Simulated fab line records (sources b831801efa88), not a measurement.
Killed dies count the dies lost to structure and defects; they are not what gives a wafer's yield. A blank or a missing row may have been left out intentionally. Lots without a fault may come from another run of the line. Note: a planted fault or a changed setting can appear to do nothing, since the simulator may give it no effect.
Check for tools in common + flow sky130 + Lots sampled 14, wafers sampled 42

## REASON IT WAS OPENED
At SKY_CONTACT_THK_MEAS_01 the reading CONTACT_CVD_00_THK is flagged on 2 of 14 lots. No-fault wafers: 74.8 nm, standard deviation 1.1.
Rule: a lot is flagged when every wafer of it that has a number lies more than 4 standard deviations from that mean, or none has a number. All remaining lots are regarded as sound.

| lot  | measured     | on            | CONTACT_CVD_00_THK (nm), wafer by wafer | flag    |
|------|--------------|---------------|-----------------------------------------|---------|
| L772 | day 30 10:37 | film metro-02 | 75.4 75.5 75.6                          |         |
| L773 | day 31 04:29 | film metro-02 | 75.1 75.3 76.5                          |         |
| L775 | day 31 19:17 | film metro-02 | 74.8 75.9 76.2                          |         |
| L774 | day 31 22:27 | film metro-03 | 75.8 73.3 75.2                          |         |
| L776 | day 32 06:47 | film metro-02 | 73.1 74.1 75.0                          |         |
| L780 | day 33 07:44 | film metro-01 | 53.9 52.6 52.2                          | FLAGGED |
| L782 | day 34 04:58 | film metro-03 | 52.6 52.5 53.7                          | FLAGGED |
| L789 | day 35 22:25 | film metro-02 | 73.7 73.3 74.3                          |         |
| L790 | day 36 12:47 | film metro-03 | 76.2 74.8 76.3                          |         |
| L791 | day 36 14:21 | film metro-03 | 73.3 74.9 75.3                          |         |
| L793 | day 37 02:57 | film metro-03 | 71.8 73.5 74.8                          |         |
| L792 | day 37 04:08 | film metro-02 | 73.0 75.0 73.7                          |         |
| L794 | day 37 14:42 | film metro-02 | 75.0 76.1 76.4                          |         |
| L795 | day 37 21:42 | film metro-03 | 74.7 75.1 76.5                          |         |
Average over the flagged lots: 52.9 nm; offset from the usual -21.9 nm, equal to -20 standard deviations.

## EACH LOT AND THE TOOL IT RAN ON
The record keeps 1 process step preceding the reading, out of 708 steps on the route. Read each cell as the tool, then ch plus the chambers that the sampled wafers visited, then the start.
| lot  | flag    | SKY_CONTACT_CVD_00              |
|------|---------|---------------------------------|
| L772 |         | pecvd-02 ch 1,2, day 30 10:34   |
| L773 |         | pecvd-04 ch 1,2, day 31 04:27   |
| L775 |         | pecvd-02 ch 1,2, day 31 19:14   |
| L774 |         | pecvd-01 ch 0,1,2, day 31 22:25 |
| L776 |         | pecvd-02 ch 0,1,2, day 32 06:44 |
| L780 | FLAGGED | pecvd-04 ch 0,1,2, day 33 07:41 |
| L782 | FLAGGED | pecvd-04 ch 1,2, day 34 04:56   |
| L789 |         | pecvd-01 ch 0,2, day 35 22:22   |
| L790 |         | pecvd-02 ch 0,2, day 36 12:44   |
| L791 |         | pecvd-01 ch 0,2, day 36 14:18   |
| L793 |         | pecvd-01 ch 0,2, day 37 02:54   |
| L792 |         | pecvd-02 ch 0,1,2, day 37 04:07 |
| L794 |         | pecvd-04 ch 2, day 37 14:38     |
| L795 |         | pecvd-02 ch 0,1,2, day 37 21:40 |
What the steps here do:
- SKY_CONTACT_CVD_00: deposits Si3N4, target thk 75 nm.
- SKY_CONTACT_THK_MEAS_01

## FLAGGED AGAINST TOTAL, ONE TOOL AT A TIME (gauges that did the reading follow at the end)
| step                    | tool          | lots run | flagged | share of the flagged lots | sound lots run after its first flagged lot |
|-------------------------|---------------|----------|---------|---------------------------|--------------------------------------------|
| SKY_CONTACT_CVD_00      | pecvd-01      | 4        | 0       | none                      | -                                          |
| SKY_CONTACT_CVD_00      | pecvd-02      | 6        | 0       | none                      | -                                          |
| SKY_CONTACT_CVD_00      | pecvd-04      | 4        | 2       | all                       | 1 (L794)                                   |
| SKY_CONTACT_THK_MEAS_01 | film metro-01 | 1        | 1       | some                      | 0                                          |
| SKY_CONTACT_THK_MEAS_01 | film metro-02 | 7        | 0       | none                      | -                                          |
| SKY_CONTACT_THK_MEAS_01 | film metro-03 | 6        | 1       | some                      | 4 (L790,L791,L793,L795)                    |

## WHAT IS ALLOWED BY THE TABLE
In the table, 1 row covers all flagged lots: pecvd-04 at SKY_CONTACT_CVD_00.
- pecvd-04 at SKY_CONTACT_CVD_00 ran 4 lots, 2 of them flagged. After the first flagged lot (L794), sound lots still ran on it; a lasting fault on the whole tool would not permit that.
Every row of the table either missed a flagged lot or ran a sound lot after the first.

## WHAT WAS PUT IN BY THE SIMULATOR
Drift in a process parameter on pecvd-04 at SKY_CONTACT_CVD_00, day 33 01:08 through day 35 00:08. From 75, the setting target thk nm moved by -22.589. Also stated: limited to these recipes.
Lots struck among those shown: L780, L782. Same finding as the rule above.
